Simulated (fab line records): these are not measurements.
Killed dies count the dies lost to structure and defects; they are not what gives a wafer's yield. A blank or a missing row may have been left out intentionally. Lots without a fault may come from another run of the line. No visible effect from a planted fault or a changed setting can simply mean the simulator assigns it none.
What tool caused it? || flow sfqLine || 38 wafers from 13 lots sampled at 4 of the route's 325 steps

== WHAT THE GAUGES SHOWED, per wafer ==
SFQ_JJ_OVL_MEAS_931.
{"lot": "L302", "measured": "day 59 19:53", "on": "overlay-01", "J5_OVL (nm)": "2 5 3"}
{"lot": "L303", "measured": "day 60 06:41", "on": "overlay-01", "J5_OVL (nm)": "13 -1 1"}
{"lot": "L309", "measured": "day 68 13:47", "on": "overlay-01", "J5_OVL (nm)": "-2 -1"}
{"lot": "L311", "measured": "day 68 22:10", "on": "overlay-02", "J5_OVL (nm)": "-8 3 -6"}
{"lot": "L314", "measured": "day 69 14:37", "on": "overlay-01", "J5_OVL (nm)": "1 -8 3"}
{"lot": "L316", "measured": "day 70 04:44", "on": "overlay-01", "J5_OVL (nm)": "-1 -3 7"}
{"lot": "L319", "measured": "day 71 05:56", "on": "overlay-01", "J5_OVL (nm)": "6 -2 7"}
{"lot": "L320", "measured": "day 71 08:20", "on": "overlay-02", "J5_OVL (nm)": "-5 0 -6"}
{"lot": "L321", "measured": "day 71 09:44", "on": "overlay-01", "J5_OVL (nm)": "-3 -9 -10"}
{"lot": "L322", "measured": "day 71 13:08", "on": "overlay-01", "J5_OVL (nm)": "4 0 -4"}
{"lot": "L323", "measured": "day 71 16:44", "on": "overlay-02", "J5_OVL (nm)": "9 8 7"}
{"lot": "L324", "measured": "day 71 21:32", "on": "overlay-02", "J5_OVL (nm)": "-2 1 0"}
{"lot": "L325", "measured": "day 71 22:44", "on": "overlay-02", "J5_OVL (nm)": "-8 -9 0"}

== WHAT TOOL EACH LOT RAN ON (gives the tool, then ch and the chambers of the sampled wafers, and finally the start) ==
{"lot": "L302", "SFQ_TRILAYER_I4_CMP_CMP_100": "cmp-01 ch 1,2, day 54 04:24", "SFQ_TRILAYER_I4_METRO_MEASURE_101": "filmMetro-01, day 54 07:01", "SFQ_TRILAYER_I4_VIA_ETCH_VIA_ETCH_106": "rieDiel-04 ch 0,2,3, day 59 15:22"}
{"lot": "L303", "SFQ_TRILAYER_I4_CMP_CMP_100": "cmp-01 ch 0,2,3, day 54 16:24", "SFQ_TRILAYER_I4_METRO_MEASURE_101": "filmMetro-02, day 54 19:01", "SFQ_TRILAYER_I4_VIA_ETCH_VIA_ETCH_106": "rieDiel-03 ch 0,1,2, day 60 02:10"}
{"lot": "L309", "SFQ_TRILAYER_I4_CMP_CMP_100": "cmp-02 ch 2,3, day 59 11:11", "SFQ_TRILAYER_I4_METRO_MEASURE_101": "filmMetro-02, day 59 13:25", "SFQ_TRILAYER_I4_VIA_ETCH_VIA_ETCH_106": "rieDiel-04 ch 0,1, day 64 00:08"}
{"lot": "L311", "SFQ_TRILAYER_I4_CMP_CMP_100": "cmp-02 ch 0,3, day 59 18:41", "SFQ_TRILAYER_I4_METRO_MEASURE_101": "filmMetro-01, day 59 22:01", "SFQ_TRILAYER_I4_VIA_ETCH_VIA_ETCH_106": "rieDiel-03 ch 1,2,3, day 64 09:44"}
{"lot": "L314", "SFQ_TRILAYER_I4_CMP_CMP_100": "cmp-01 ch 0,3, day 60 10:22", "SFQ_TRILAYER_I4_METRO_MEASURE_101": "filmMetro-01, day 60 13:29", "SFQ_TRILAYER_I4_VIA_ETCH_VIA_ETCH_106": "rieDiel-01 ch 0,1,3, day 64 22:56"}
{"lot": "L316", "SFQ_TRILAYER_I4_CMP_CMP_100": "cmp-01 ch 0,1, day 61 01:52", "SFQ_TRILAYER_I4_METRO_MEASURE_101": "filmMetro-04, day 61 04:53", "SFQ_TRILAYER_I4_VIA_ETCH_VIA_ETCH_106": "rieDiel-04 ch 2,3, day 65 13:28"}
{"lot": "L319", "SFQ_TRILAYER_I4_CMP_CMP_100": "cmp-02 ch 0,2, day 62 07:26", "SFQ_TRILAYER_I4_METRO_MEASURE_101": "filmMetro-01, day 62 10:34", "SFQ_TRILAYER_I4_VIA_ETCH_VIA_ETCH_106": "rieDiel-03 ch 0,2,3, day 66 11:11"}
{"lot": "L320", "SFQ_TRILAYER_I4_CMP_CMP_100": "cmp-02 ch 0,1, day 62 10:26", "SFQ_TRILAYER_I4_METRO_MEASURE_101": "filmMetro-01, day 62 13:46", "SFQ_TRILAYER_I4_VIA_ETCH_VIA_ETCH_106": "rieDiel-01 ch 1,2, day 66 14:47"}
{"lot": "L321", "SFQ_TRILAYER_I4_CMP_CMP_100": "cmp-01 ch 0,2,3, day 62 11:45", "SFQ_TRILAYER_I4_METRO_MEASURE_101": "filmMetro-02, day 62 14:22", "SFQ_TRILAYER_I4_VIA_ETCH_VIA_ETCH_106": "rieDiel-03 ch 0,1,2, day 66 15:59"}
{"lot": "L322", "SFQ_TRILAYER_I4_CMP_CMP_100": "cmp-02 ch 2,3, day 62 16:56", "SFQ_TRILAYER_I4_METRO_MEASURE_101": "filmMetro-04, day 62 19:58", "SFQ_TRILAYER_I4_VIA_ETCH_VIA_ETCH_106": "rieDiel-01 ch 1,2,3, day 66 21:59"}
{"lot": "L323", "SFQ_TRILAYER_I4_CMP_CMP_100": "cmp-02 ch 0,1,3, day 62 19:56", "SFQ_TRILAYER_I4_METRO_MEASURE_101": "filmMetro-01, day 62 22:46", "SFQ_TRILAYER_I4_VIA_ETCH_VIA_ETCH_106": "rieDiel-03 ch 0,1,3, day 67 01:35"}
{"lot": "L324", "SFQ_TRILAYER_I4_CMP_CMP_100": "cmp-02 ch 0,1,3, day 62 22:56", "SFQ_TRILAYER_I4_METRO_MEASURE_101": "filmMetro-01, day 63 01:34", "SFQ_TRILAYER_I4_VIA_ETCH_VIA_ETCH_106": "rieDiel-03 ch 0,2,3, day 67 06:23"}
{"lot": "L325", "SFQ_TRILAYER_I4_CMP_CMP_100": "cmp-01 ch 1,2, day 62 23:15", "SFQ_TRILAYER_I4_METRO_MEASURE_101": "filmMetro-04, day 63 02:34", "SFQ_TRILAYER_I4_VIA_ETCH_VIA_ETCH_106": "rieDiel-04 ch 0,2,3, day 67 07:35"}
- SFQ_TRILAYER_I4_CMP_CMP_100: polishes SiO2.
- SFQ_TRILAYER_I4_METRO_MEASURE_101
- SFQ_TRILAYER_I4_VIA_ETCH_VIA_ETCH_106: etches SiO2 in CHF3, stops on Nb, target depth 260 nm.

== WHAT THE TOOLS THEMSELVES READ (means of the sampled wafers that have a number; where no wafer has one, the mark that the record gives instead) ==
SFQ_TRILAYER_I4_CMP_CMP_100.
{"lot": "L302", "tool": "cmp-01", "headPressurePsi (psi)": 2.997, "motorCurrentA (A)": 10.0, "platenRpm (rpm)": 60.07, "timeToEndpointS (s)": 216}
{"lot": "L303", "tool": "cmp-01", "headPressurePsi (psi)": 2.997, "motorCurrentA (A)": 10.3, "platenRpm (rpm)": 60.00, "timeToEndpointS (s)": 215}
{"lot": "L309", "tool": "cmp-02", "headPressurePsi (psi)": 2.994, "motorCurrentA (A)": 10.8, "platenRpm (rpm)": 59.98, "timeToEndpointS (s)": 226}
{"lot": "L311", "tool": "cmp-02", "headPressurePsi (psi)": 2.993, "motorCurrentA (A)": 9.0, "platenRpm (rpm)": 60.01, "timeToEndpointS (s)": 231}
{"lot": "L314", "tool": "cmp-01", "headPressurePsi (psi)": 2.998, "motorCurrentA (A)": 10.6, "platenRpm (rpm)": 60.04, "timeToEndpointS (s)": 213}
{"lot": "L316", "tool": "cmp-01", "headPressurePsi (psi)": 2.995, "motorCurrentA (A)": 10.5, "platenRpm (rpm)": 60.05, "timeToEndpointS (s)": 222}
{"lot": "L319", "tool": "cmp-02", "headPressurePsi (psi)": 3.002, "motorCurrentA (A)": 9.3, "platenRpm (rpm)": 60.02, "timeToEndpointS (s)": 220}
{"lot": "L320", "tool": "cmp-02", "headPressurePsi (psi)": 3.001, "motorCurrentA (A)": 9.4, "platenRpm (rpm)": 60.05, "timeToEndpointS (s)": 226}
{"lot": "L321", "tool": "cmp-01", "headPressurePsi (psi)": 3.001, "motorCurrentA (A)": 10.2, "platenRpm (rpm)": 59.99, "timeToEndpointS (s)": 211}
{"lot": "L322", "tool": "cmp-02", "headPressurePsi (psi)": 3.005, "motorCurrentA (A)": 10.6, "platenRpm (rpm)": 60.00, "timeToEndpointS (s)": 226}
{"lot": "L323", "tool": "cmp-02", "headPressurePsi (psi)": 2.998, "motorCurrentA (A)": 10.2, "platenRpm (rpm)": 59.99, "timeToEndpointS (s)": 221}
{"lot": "L324", "tool": "cmp-02", "headPressurePsi (psi)": 3.006, "motorCurrentA (A)": 10.2, "platenRpm (rpm)": 59.98, "timeToEndpointS (s)": 222}
{"lot": "L325", "tool": "cmp-01", "headPressurePsi (psi)": 3.003, "motorCurrentA (A)": 10.0, "platenRpm (rpm)": 60.00, "timeToEndpointS (s)": 216}

SFQ_TRILAYER_I4_METRO_MEASURE_101.
{"lot": "L302", "tool": "filmMetro-01", "thkNm (nm)": 200.7}
{"lot": "L303", "tool": "filmMetro-02", "thkNm (nm)": 199.8}
{"lot": "L309", "tool": "filmMetro-02", "thkNm (nm)": 188.9}
{"lot": "L311", "tool": "filmMetro-01", "thkNm (nm)": 194.9}
{"lot": "L314", "tool": "filmMetro-01", "thkNm (nm)": 199.1}
{"lot": "L316", "tool": "filmMetro-04", "thkNm (nm)": 200.0}
{"lot": "L319", "tool": "filmMetro-01", "thkNm (nm)": 199.1}
{"lot": "L320", "tool": "filmMetro-01", "thkNm (nm)": 199.9}
{"lot": "L321", "tool": "filmMetro-02", "thkNm (nm)": 199.6}
{"lot": "L322", "tool": "filmMetro-04", "thkNm (nm)": 200.5}
{"lot": "L323", "tool": "filmMetro-01", "thkNm (nm)": 199.7}
{"lot": "L324", "tool": "filmMetro-01", "thkNm (nm)": 202.1}
{"lot": "L325", "tool": "filmMetro-04", "thkNm (nm)": 200.2}

SFQ_TRILAYER_I4_VIA_ETCH_VIA_ETCH_106.
{"lot": "L302", "tool": "rieDiel-04", "drypumpMotorCurrentA (A)": 5.1, "oesProductAu (a.u.)": 0.855}
{"lot": "L303", "tool": "rieDiel-03", "drypumpMotorCurrentA (A)": 5.6, "oesProductAu (a.u.)": 0.849}
{"lot": "L309", "tool": "rieDiel-04", "drypumpMotorCurrentA (A)": 5.5, "oesProductAu (a.u.)": 0.830}
{"lot": "L311", "tool": "rieDiel-03", "drypumpMotorCurrentA (A)": 5.5, "oesProductAu (a.u.)": 0.843}
{"lot": "L314", "tool": "rieDiel-01", "drypumpMotorCurrentA (A)": 5.5, "oesProductAu (a.u.)": 0.853}
{"lot": "L316", "tool": "rieDiel-04", "drypumpMotorCurrentA (A)": 5.3, "oesProductAu (a.u.)": 0.850}
{"lot": "L319", "tool": "rieDiel-03", "drypumpMotorCurrentA (A)": 5.5, "oesProductAu (a.u.)": 0.856}
{"lot": "L320", "tool": "rieDiel-01", "drypumpMotorCurrentA (A)": 6.0, "oesProductAu (a.u.)": 0.857}
{"lot": "L321", "tool": "rieDiel-03", "drypumpMotorCurrentA (A)": 5.6, "oesProductAu (a.u.)": 0.850}
{"lot": "L322", "tool": "rieDiel-01", "drypumpMotorCurrentA (A)": 5.7, "oesProductAu (a.u.)": 0.861}
{"lot": "L323", "tool": "rieDiel-03", "drypumpMotorCurrentA (A)": 5.5, "oesProductAu (a.u.)": 0.852}
{"lot": "L324", "tool": "rieDiel-03", "drypumpMotorCurrentA (A)": 5.5, "oesProductAu (a.u.)": 0.858}
{"lot": "L325", "tool": "rieDiel-04", "drypumpMotorCurrentA (A)": 5.1, "oesProductAu (a.u.)": 0.858}

== THE ANSWER, worked out from the rows above alone ==
Rule: usual is defined by the lots themselves. The widest of any qualifying gaps counts: lots, ordered by their means at a reading, are off when they make up no more than a third of the lots, leave a main group of 4 or more, and stand apart from it by 3 or more times the standard deviation of that group's means. The tables above print the reading to a certain number of digits; a main group whose means all agree to those digits is not used. A lot without any number at a reading at which 4 lots or more have one is off too. Any other lot the step has rows for is counted as sound. First the gauges in route order, then the tools' own readings, where a lot's mean is used as printed above. The first step at which some lot is off is used, and at that step the reading that is off furthest; a lot without a number counts as furthest.
Off at SFQ_TRILAYER_I4_METRO_MEASURE_101 (thkNm): L309, L311. For the main group the mean is 200.1 nm and the standard deviation 0.8.
If a tool, at that step or one of the process steps before it, ran each lot that is off and ran no sound lot following the first of them, it fits. No candidate that was tried fits.

== WHAT THE SIMULATOR HAD PUT IN ==
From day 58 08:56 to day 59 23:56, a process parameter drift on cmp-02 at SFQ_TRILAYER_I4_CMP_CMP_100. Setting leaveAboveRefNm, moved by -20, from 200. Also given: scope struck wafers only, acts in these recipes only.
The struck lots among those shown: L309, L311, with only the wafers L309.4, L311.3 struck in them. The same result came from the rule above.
